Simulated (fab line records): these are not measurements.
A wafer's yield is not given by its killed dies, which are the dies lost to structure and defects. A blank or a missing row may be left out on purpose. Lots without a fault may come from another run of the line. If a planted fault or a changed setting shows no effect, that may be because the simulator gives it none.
Which tool is to blame?	flow sky130	33 wafers from 11 lots sampled at 7 of the route's 708 steps

## WHAT THE GAUGES READ, wafer by wafer
SKY_CONTACT_RS_MEAS_25: measures by four-point-probe. Usual: for CONTACT_W_RS the level is 0.338 ohm/sq and the standard deviation is 0.0051.
lot	measured	on	CONTACT_W_RS (ohm/sq)	flag
L491	day 32 07:29	film-metro-02	0.330 0.333 0.325	
L492	day 32 08:17	film-metro-04	0.347 0.345 0.342	
L493	day 32 20:17	film-metro-02	0.332 0.335 0.337	
L497	day 35 04:13	film-metro-04	0.343 0.332 0.337	
L499	day 35 06:29	film-metro-02	0.342 0.332 0.338	
L501	day 35 11:38	film-metro-02	0.340 0.342 0.342	
L502	day 35 20:35	film-metro-02	0.331 0.331 0.331	
L503	day 36 05:55	film-metro-04	0.343 0.336 0.332	
L504	day 36 16:16	film-metro-02	0.338 0.343 0.349	
L505	day 36 16:43	film-metro-01	0.335 0.477 0.332	OFF
L507	day 37 02:38	film-metro-02	0.336 0.470 0.477	OFF

SKY_CONTACT_THK_MEAS_26: measures by xrf. Usual: for CONTACT_W_THK the level is 327 nm and the standard deviation is 5.1.
lot	measured	on	CONTACT_W_THK (nm)	flag
L491	day 32 07:35	film-metro-02	332 330 341	
L492	day 32 08:24	film-metro-04	321 321 322	
L493	day 32 20:25	film-metro-02	329 330 326	
L497	day 35 04:20	film-metro-04	321 332 329	
L499	day 35 06:37	film-metro-02	323 336 326	
L501	day 35 11:44	film-metro-02	326 325 325	
L502	day 35 20:43	film-metro-02	336 335 335	
L503	day 36 06:02	film-metro-04	325 330 335	
L504	day 36 16:23	film-metro-02	327 323 320	
L505	day 36 16:49	film-metro-01	331 235 337	OFF
L507	day 37 02:45	film-metro-02	330 240 234	OFF

SKY_VIA1_CD_MEAS_12 targets a cd of 150 nm. Usual: cd-nm at 150.0 nm, with a standard deviation of 1.6.
lot	measured	on	cd-nm (nm)	flag
L491	day 34 14:36	cd-sem-02	149.5 149.7 150.1	
L492	day 34 15:40	cd-sem-02	148.2 150.4 149.7	
L493	day 35 03:29	cd-sem-02	148.4 148.0 150.3	
L497	day 37 10:44	cd-sem-02	149.1 149.1 148.5	
L499	day 37 12:55	cd-sem-02	151.5 152.5 152.3	
L501	day 37 17:27	cd-sem-01	149.1 150.4 151.3	
L502	day 38 00:20	cd-sem-02	149.6 149.6 149.3	
L503	day 38 11:10	cd-sem-02	147.9 147.8 148.2	
L504	day 38 21:23	cd-sem-01	151.1 149.3 150.8	
L505	day 38 21:46	cd-sem-02	151.1 150.2 151.0	
L507	day 39 07:51	cd-sem-01	150.9 150.4 148.2	

## WHICH TOOL RAN EACH LOT (tool, then ch and the chambers of the sampled wafers, then the start)
lot	SKY_CONTACT_ETCH_18	SKY_CONTACT_CVD_24	SKY_CONTACT_CMP_27	SKY_VIA1_CMP_02
L491	rie-diel-04 ch 1,2,3, day 32 07:21 or earlier	cvd-w-02 ch 0,1, day 32 07:21	cmp-01 ch 2,3, day 32 07:38	cmp-01 ch 0,1, day 33 11:47
L492	rie-diel-02 ch 1,2, day 32 08:10 or earlier	cvd-w-01 ch 0,1, day 32 08:10	cmp-01 ch 0,1,3, day 32 08:40	cmp-01 ch 0,1,3, day 33 12:59
L493	rie-diel-04 ch 1,3, day 32 20:11 or earlier	cvd-w-02 ch 0,1, day 32 20:11	cmp-01 ch 1,2, day 32 20:28	cmp-01 ch 0,1, day 34 00:56
L497	rie-diel-04 ch 1,3, day 35 04:06 or earlier	cvd-w-02 ch 0,1, day 35 04:06	cmp-02 ch 1,2, day 35 04:23	cmp-01 ch 0,2,3, day 36 08:41
L499	rie-diel-03 ch 0,1,3, day 35 06:23 or earlier	cvd-w-02 ch 0,1, day 35 06:23	cmp-01 ch 1,3, day 35 06:43	cmp-01 ch 0,2,3, day 36 11:04
L501	rie-diel-04 ch 0,3, day 35 11:30 or earlier	cvd-w-02 ch 1, day 35 11:30	cmp-02 ch 1,3, day 35 11:50	cmp-01 ch 0,1,2, day 36 15:19
L502	rie-diel-02 ch 0,1,3, day 35 20:29 or earlier	cvd-w-02 ch 0,1, day 35 20:29	cmp-01 ch 0,1,2, day 35 20:46	cmp-01 ch 0,1,2, day 36 23:30
L503	rie-diel-04 ch 0,1, day 36 05:49 or earlier	cvd-w-01 ch 0,1, day 36 05:49	cmp-02 ch 0,1,3, day 36 06:06	cmp-01 ch 2,3, day 37 09:19
L504	rie-diel-04 ch 2,3, day 36 16:09 or earlier	cvd-w-01 ch 0,1, day 36 16:09	cmp-01 ch 1,2,3, day 36 16:29	cmp-02 ch 1,2,3, day 37 20:04
L505	rie-diel-02 ch 0,2,3, day 36 16:37 or earlier	cvd-w-02 ch 0,1, day 36 16:37	cmp-01 ch 0,2,3, day 36 17:01	cmp-01 ch 0,1, day 37 20:08
L507	rie-diel-03 ch 1,2, day 37 02:31 or earlier	cvd-w-02 ch 0,1, day 37 02:31	cmp-01 ch 0,2, day 37 02:48	cmp-02 ch 0,3, day 38 06:33
- SKY_CONTACT_ETCH_18: etches Si3N4 in CHF3/O2, stops on TiN, time 39 s, target depth 75 nm.
- SKY_CONTACT_CVD_24: deposits W, target thk 340 nm, time 102.12 s.
- SKY_CONTACT_CMP_27: polishes, stops on SiO2, t overpolish 15 s, target thk 0 nm.
- SKY_VIA1_CMP_02: polishes SiO2.

## AS READ BY THE TOOLS THEMSELVES (means over the sampled wafers that have a number; for cases with no such wafer, the mark the record gives instead)
SKY_CONTACT_ETCH_18. Usual: drypump-motor-current-A 5.8 A, standard deviation 0.38; oes-product-au 0.853 a.u., standard deviation 0.0093; throttle-valve-pct 8.793 %, standard deviation 0.0093.
lot	tool	drypump-motor-current-A (A)	oes-product-au (a.u.)	throttle-valve-pct (%)	flag
L491	rie-diel-04	5.5	0.855	8.789	
L492	rie-diel-02	5.7	0.860	8.792	
L493	rie-diel-04	5.4	0.854	8.791	
L497	rie-diel-04	5.4	0.849	8.785	
L499	rie-diel-03	6.2	0.860	8.799	
L501	rie-diel-04	5.1	0.847	8.789	
L502	rie-diel-02	5.7	0.847	8.791	
L503	rie-diel-04	5.4	0.851	8.797	
L504	rie-diel-04	5.7	0.848	8.792	
L505	rie-diel-02	5.8	0.858	8.792	
L507	rie-diel-03	6.2	0.860	8.788	

SKY_CONTACT_CVD_24. Usual: heater-power-w at 876 W, with a standard deviation of 60.
lot	tool	heater-power-w (W)	flag
L491	cvd-w-02	838	
L492	cvd-w-01	890	
L493	cvd-w-02	875	
L497	cvd-w-02	883	
L499	cvd-w-02	866	
L501	cvd-w-02	794	
L502	cvd-w-02	843	
L503	cvd-w-01	887	
L504	cvd-w-01	900	
L505	cvd-w-02	888	
L507	cvd-w-02	841	

SKY_CONTACT_CMP_27. Usual: motor-current-A 11.5 A, standard deviation 1.6; time-to-endpoint-s 81 s, standard deviation 4.4.
lot	tool	motor-current-A (A)	time-to-endpoint-s (s)	flag
L491	cmp-01	11.7	89	
L492	cmp-01	10.5	81	
L493	cmp-01	12.8	85	
L497	cmp-02	11.2	83	
L499	cmp-01	10.0	80	
L501	cmp-02	12.8	80	
L502	cmp-01	12.1	82	
L503	cmp-02	11.4	83	
L504	cmp-01	11.3	80	
L505	cmp-01	10.9	72	
L507	cmp-01	12.3	68	

SKY_VIA1_CMP_02. Usual: motor-current-A at 12.3 A, with a standard deviation of 1.8.
lot	tool	motor-current-A (A)	flag
L491	cmp-01	13.1	
L492	cmp-01	11.8	
L493	cmp-01	12.6	
L497	cmp-01	11.4	
L499	cmp-01	11.8	
L501	cmp-01	13.6	
L502	cmp-01	13.3	
L503	cmp-01	12.6	
L504	cmp-02	13.1	
L505	cmp-01	13.2	
L507	cmp-02	12.4	

## THE ANSWER, worked out from the rows above alone
Rule: lot off if the mean of its wafers having a number is beyond 3 standard deviations from the usual mean. Also off: a lot with no number at a reading for which 4 or more lots have one. The other lots that the step has rows for count as sound. Order of review: gauges by route order, followed by the tools' own readings, for which a lot's mean as printed above is used. The first step at which some lot is off is used, and at that step the reading that is off furthest; a lot without a number counts as furthest.
Off: at SKY_CONTACT_RS_MEAS_25 (CONTACT_W_RS), L505, L507.
If a tool, at a process step before that reading, ran all the lots that are off and no sound lot after the first of them, it fits. The gauges at SKY_CONTACT_RS_MEAS_25 are tried like those tools. SKY_CONTACT_ETCH_18 gives no start for some lots, so the hours and the order of its lots are those of SKY_CONTACT_CVD_24. One candidate fits, namely cvd-w-02 at SKY_CONTACT_CVD_24. A fault onset in the window from L502 (day 35 20:29, its last sound lot) to L505 (day 36 16:37, its first lot off) fits.

## WHAT HAD BEEN PUT IN BY THE SIMULATOR
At SKY_CONTACT_CVD_24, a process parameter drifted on cvd-w-02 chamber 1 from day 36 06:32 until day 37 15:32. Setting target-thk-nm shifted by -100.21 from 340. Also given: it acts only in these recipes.
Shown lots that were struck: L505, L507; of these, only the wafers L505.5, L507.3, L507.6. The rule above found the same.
